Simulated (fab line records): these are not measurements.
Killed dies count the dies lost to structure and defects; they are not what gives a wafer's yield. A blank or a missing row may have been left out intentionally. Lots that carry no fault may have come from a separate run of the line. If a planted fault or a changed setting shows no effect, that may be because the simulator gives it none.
One fault seen from 2 desks / flow gf180mcu / only its own numbers are on each desk; what lay behind them is given at the end

== THE TOOL OWNER'S DESK: krfScanner-02 ==
The tool's own readings at GF_STI_EXPOSE_09 (exposes mask COMP, target cd 220 nm): means of the sampled wafers that have a number, for each lot that ran on this tool. If a lot's mean is further than 4 standard deviations from the usual mean, the lot is out of limits and carries the mark OUT (the distance appears in the brackets).
Columns: A = exposureDoseMJCm2 at GF_STI_EXPOSE_09, usual 27.976; B = focusOffsetNm at GF_STI_EXPOSE_09, usual -0.1 nm
lot=L803; first seen here=day 2 20:36; A=27.970; B=0.6
lot=L804; first seen here=day 3 02:07; A=27.998; B=0.1
lot=L806; first seen here=day 3 11:52; A=27.963; B=0.1
lot=L812; first seen here=day 4 20:59; A=27.974; B=-0.4
lot=L819; first seen here=day 6 06:46; A=27.989; B=-0.1
lot=L820; first seen here=day 6 11:31; A=27.978; B=0.3
lot=L821; first seen here=day 6 17:14; A=28.004; B=-0.1
Finding of this desk: none of the 7 lots has anything out of limits.

== AT THE METROLOGY DESK ==
Means of the sampled wafers that have a number, per lot and without regard to the tool the lot ran on: this is what the gauges read. If a lot's mean is further than 4 standard deviations from the usual mean, the lot is out of limits and carries the mark OUT (the distance appears in the brackets).
Columns: A = M1_ALCU_RS at GF_M1_RS_MEAS_05, usual 0.0699 ohm/sq
lot=L798; first seen here=day 16 01:49; A=0.0713
lot=L800; first seen here=day 16 21:43; A=0.0685
lot=L803; first seen here=day 18 00:19; A=0.0702
lot=L804; first seen here=day 18 16:22; A=0.0705
lot=L806; first seen here=day 19 01:26; A=0.0710
lot=L807; first seen here=day 19 21:59; A=0.0695
lot=L808; first seen here=day 19 22:23; A=0.0694
lot=L810; first seen here=day 20 14:44; A=0.0703
lot=L812; first seen here=day 21 14:23; A=0.0697
lot=L819; first seen here=day 23 18:11; A=0.0696
lot=L820; first seen here=day 24 04:05; A=0.0689
lot=L821; first seen here=day 24 08:32; A=0.0695
Finding of this desk: none of the 12 lots has anything out of limits.

== BROUGHT TOGETHER ==
Nothing out of limits was seen by the tool owner's desk.
The metrology desk saw nothing out of limits.

== WHAT THE SIMULATOR HAD INSERTED ==
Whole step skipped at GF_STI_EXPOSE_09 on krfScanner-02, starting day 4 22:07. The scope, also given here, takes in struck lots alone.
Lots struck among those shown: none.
